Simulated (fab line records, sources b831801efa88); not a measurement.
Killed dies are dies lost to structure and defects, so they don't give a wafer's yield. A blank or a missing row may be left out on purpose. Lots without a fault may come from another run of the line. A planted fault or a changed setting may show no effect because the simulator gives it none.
Which tool did it? | flow gf180mcu | 7 lots, 21 wafers sampled, at 2 steps of a route of 602

WHAT THE GAUGES READ, wafer by wafer
GF_VT_IMPLANT_TW_MEAS_43.
lot  | measured     | on            | VT_IMPLANT_4_TW
L975 | day 8 02:02  | film_metro-02 | 699 696 697
L978 | day 8 22:10  | film_metro-01 | 693 694 695
L980 | day 9 08:46  | film_metro-01 | 690 693 690
L982 | day 10 01:38 | film_metro-01 | 693 696 694
L984 | day 10 15:50 | film_metro-01 | 696 692 693
L991 | day 12 22:41 | film_metro-04 | 688 692 624
L996 | day 13 23:35 | film_metro-01 | 697 695 698

WHICH TOOL RAN EACH LOT (tool, then ch and the chambers of the sampled wafers, then the start)
lot  | GF_VT_IMPLANT_IMPLANT_41
L975 | implanter-03 ch 0, day 8 01:47
L978 | implanter-04 ch 0, day 8 21:55
L980 | implanter-03 ch 0, day 9 08:31
L982 | implanter-01 ch 0, day 10 01:25
L984 | implanter-01 ch 0, day 10 15:35
L991 | implanter-04 ch 0, day 12 22:27
L996 | implanter-03 ch 0, day 13 23:20
- GF_VT_IMPLANT_IMPLANT_41

THE ANSWER, worked out from the rows above alone
Rule: what is usual is taken from the lots themselves. Put in order of their means at a reading, lots are off if they are a third of the lots or fewer, leave a main group of 4 or more, and stand apart from it by a gap of 3 or more times the standard deviation of the main group's means; of several such gaps the widest counts. A main group whose means are all the same, to the digits that the tables above print for the reading, isn't used. A lot without any number at a reading at which 4 lots or more have one is off too. The other lots that the step has rows for count as sound.
Off: L991, at GF_VT_IMPLANT_TW_MEAS_43 (VT_IMPLANT_4_TW). The main group: mean 694, standard deviation 2.1.
A tool fits if, at a process step before that reading, it ran every lot that is off, and no sound lot after the first of them. The gauges at GF_VT_IMPLANT_TW_MEAS_43 are tried like those tools. Can't be told from this: 2 tools fit, implanter-04 at GF_VT_IMPLANT_IMPLANT_41, film_metro-04 at GF_VT_IMPLANT_TW_MEAS_43.

WHAT THE SIMULATOR HAD PUT IN
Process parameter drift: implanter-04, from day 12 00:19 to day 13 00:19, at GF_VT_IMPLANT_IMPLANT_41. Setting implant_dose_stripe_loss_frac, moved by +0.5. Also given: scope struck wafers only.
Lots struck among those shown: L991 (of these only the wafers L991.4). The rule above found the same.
